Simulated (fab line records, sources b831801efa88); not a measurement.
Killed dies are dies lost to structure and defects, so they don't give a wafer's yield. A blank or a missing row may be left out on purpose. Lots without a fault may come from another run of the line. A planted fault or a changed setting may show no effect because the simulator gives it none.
A struck lot beside a sound one | flow sky130 | 15 steps out of a route of 708
Sound: wafers L864.2, L864.5, L864.6. Struck: wafers L866.1, L866.2, L866.5. The cause comes at the end.
At each step with rows: each side's tool, then ch and its chambers, then its first start. Under that, the readings that differ: sound wafers | struck wafers | difference of the means | sigmas: that difference in standard deviations of wafers without a fault.
alike: readings whose means differ by less than 2 such deviations, and words and numbers that are the same on both sides. not compared: withheld readings, readings that some wafer has no value for, bounds like >300 that may hide the same value, and numbers for which the record gives no deviation and whose values overlap.
The two part at a step that has a row with sigmas, a row that says differs or no value, or rows on one side only. Numbers that don't overlap but have no deviation are shown without sigmas and don't part them. A reading that every wafer of one side lacks parts them only if that side has two wafers or more.

first, 4 steps without rows for these wafers: SKY_LDD_HVP_SOFTBAKE_03 (time 60 s); SKY_LDD_HVP_EXPOSE_04 (exposes mask HVPTM, target cd 700 nm); SKY_LDD_HVP_PEB_05; SKY_LDD_HVP_DEVELOP_06 (develop time 60 s).
SKY_LDD_HVP_OVL_MEAS_07:
  sound on overlay-01, day 23 15:39; struck on overlay-02, day 24 12:08
  alike: LDD_HVP_OVL
then, 1 step without rows for these wafers: SKY_LDD_HVP_IMPLANT_08.
SKY_LDD_HVP_STRIP_09: strips in O2/N2.
  sound on plasma_asher-04 ch 0,1, day 23 15:59; struck on plasma_asher-03 ch 0,1, day 24 12:19
  alike: drypump_motor_current_A, oes_product_au, strip_time_to_endpoint_s
  not compared: rf_hours_counter_h
SKY_LDD_HVP_TW_MEAS_10:
  sound on film_metro-03, day 23 16:05; struck on film_metro-03, day 24 12:25
  alike: LDD_HVP_TW
then, 4 steps without rows for these wafers: SKY_LDD_LDN_DEHYDRATE_00 (time 60 s); SKY_LDD_LDN_HMDS_01 (prime time 60 s); SKY_LDD_LDN_COAT_02 (resist thk 1140 nm); SKY_LDD_LDN_SOFTBAKE_03 (time 60 s).
SKY_LDD_LDN_EXPOSE_04: exposes mask LDNTM, target cd 700 nm.
  sound on iline_stepper-02 ch 0, day 24 07:01; struck on iline_stepper-02 ch 0, day 25 03:29
  reading | sound                   | struck                           | difference | sigmas
  mask    | LDNTM#0 LDNTM#0 LDNTM#0 | LDNTM_R1#0 LDNTM_R1#0 LDNTM_R1#0 | differs    |
then, 1 step without rows for these wafers: SKY_LDD_LDN_PEB_05.
-- the record jumps here: 23 days lie between the struck wafers' starts before and after (it left off in module LDD_LDN and takes up again in module PAD_OPEN, whose first step shown is number 708 of the route) --
SKY_PAD_OPEN_PROBE_99:
  the record has rows for the struck wafers here (prober-02, day 47 15:56) and none for the sound ones

WHERE THEY PART
First at SKY_LDD_LDN_EXPOSE_04; last, within this record, at SKY_PAD_OPEN_PROBE_99.

WHY: what the simulator had put in
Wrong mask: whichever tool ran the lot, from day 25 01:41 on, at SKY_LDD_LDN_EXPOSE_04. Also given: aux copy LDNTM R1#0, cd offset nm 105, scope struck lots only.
